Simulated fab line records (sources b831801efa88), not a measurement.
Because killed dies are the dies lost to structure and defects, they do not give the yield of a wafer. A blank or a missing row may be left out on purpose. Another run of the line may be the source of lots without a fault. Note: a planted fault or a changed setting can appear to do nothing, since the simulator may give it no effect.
One fault through the eyes of 2 desks || flow gf180mcu || only its own numbers are on each desk; what lay behind them is given at the end

## TOOL OWNER'S DESK, iline_stepper-02
The tool's own readings at GF_HV_LDD_EXPOSE_16 (exposes mask Pplus LV AREA, target cd 400 nm): means of the sampled wafers that have a number, for each lot that ran on this tool. A lot is out of limits, marked OUT, if its mean lies more than 4 standard deviations from the usual mean; the brackets give that distance.
Columns: A = exposure_dose_mJ_cm2 at GF_HV_LDD_EXPOSE_16, usual 140.01
{"lot": "L961", "first seen here": "day 10 08:59", "A": 140.13}
{"lot": "L963", "first seen here": "day 11 00:15", "A": 140.01}
{"lot": "L964", "first seen here": "day 11 06:28", "A": 139.93}
{"lot": "L969", "first seen here": "day 12 21:54", "A": 140.10}
{"lot": "L975", "first seen here": "day 14 17:10", "A": "155.46 (+99 or more) OUT"}
{"lot": "L979", "first seen here": "day 16 01:14", "A": "155.53 (+99 or more) OUT"}
{"lot": "L981", "first seen here": "day 16 14:31", "A": "155.20 (+99 or more) OUT"}
Finding of this desk: L975, L979, L981 out of limits; the first was L975 at day 14 17:10, on exposure_dose_mJ_cm2 at GF_HV_LDD_EXPOSE_16. L961, L963, L964, L969 stayed within limits.

## AT THE METROLOGY DESK
What the gauges read for every lot (on any tool): the sampled wafers with a number, averaged. A lot is out of limits, marked OUT, if its mean lies more than 4 standard deviations from the usual mean; the brackets give that distance.
Columns: A = cd_nm at GF_HV_LDD_CD_MEAS_19, usual 399.9 nm; B = HV_LDD_01_OVL at GF_HV_LDD_OVL_MEAS_20, usual 0.1 nm; C = cd_nm at GF_HV_LDD_CD_MEAS_46, usual 400.5 nm
{"lot": "L961", "first seen here": "day 10 17:30", "A": 401.9, "B": 0.2, "C": 399.0}
{"lot": "L962", "first seen here": "day 11 00:52", "A": 398.9, "B": -0.2, "C": 398.1}
{"lot": "L963", "first seen here": "day 11 08:58", "A": 404.2, "B": -1.7, "C": 397.4}
{"lot": "L964", "first seen here": "day 11 15:10", "A": 396.3, "B": 3.1, "C": 401.0}
{"lot": "L966", "first seen here": "day 12 05:53", "A": 400.8, "B": 0.7, "C": 398.9}
{"lot": "L969", "first seen here": "day 13 07:39", "A": 399.6, "B": -1.8, "C": 400.8}
{"lot": "L972", "first seen here": "day 14 01:05", "A": 396.9, "B": 0.3, "C": 399.8}
{"lot": "L975", "first seen here": "day 15 03:44", "A": "428.3 (+12) OUT", "B": -0.1, "C": 402.4}
{"lot": "L979", "first seen here": "day 16 11:33", "A": "428.0 (+12) OUT", "B": 1.5, "C": 400.3}
{"lot": "L980", "first seen here": "day 16 17:45", "A": 403.1, "B": 0.6, "C": 401.3}
{"lot": "L981", "first seen here": "day 17 02:01", "A": "428.7 (+12) OUT", "B": 1.3, "C": 400.1}
{"lot": "L982", "first seen here": "day 17 10:08", "A": 399.5, "B": -0.7, "C": 399.9}
{"lot": "L984", "first seen here": "day 18 06:22", "A": 397.0, "B": -1.7, "C": 400.8}
Finding of this desk: L975, L979, L981 out of limits; the first was L975 at day 15 03:44, on cd_nm at GF_HV_LDD_CD_MEAS_19. L961, L962, L963, L964, L966, L969, L972, L980, L982, L984 stayed within limits.

## TAKEN TOGETHER
The tool owner's desk could have raised an alarm at day 14 17:10, on L975, L979, L981.
Metrology desk: alarm possible at day 15 03:44 on L975, L979, L981.
The lots listed all ran GF_HV_LDD_EXPOSE_16 on iline_stepper-02.

## WHAT THE SIMULATOR HAD INSERTED
Process parameter drift: iline_stepper-02, from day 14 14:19 on, at GF_HV_LDD_EXPOSE_16. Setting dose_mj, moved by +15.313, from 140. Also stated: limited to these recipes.
Shown lots that were struck: L975, L979, L981.
Hours from the fault's start to each desk's first reading out of limits: the tool owner's desk, 3; the metrology desk, 13.
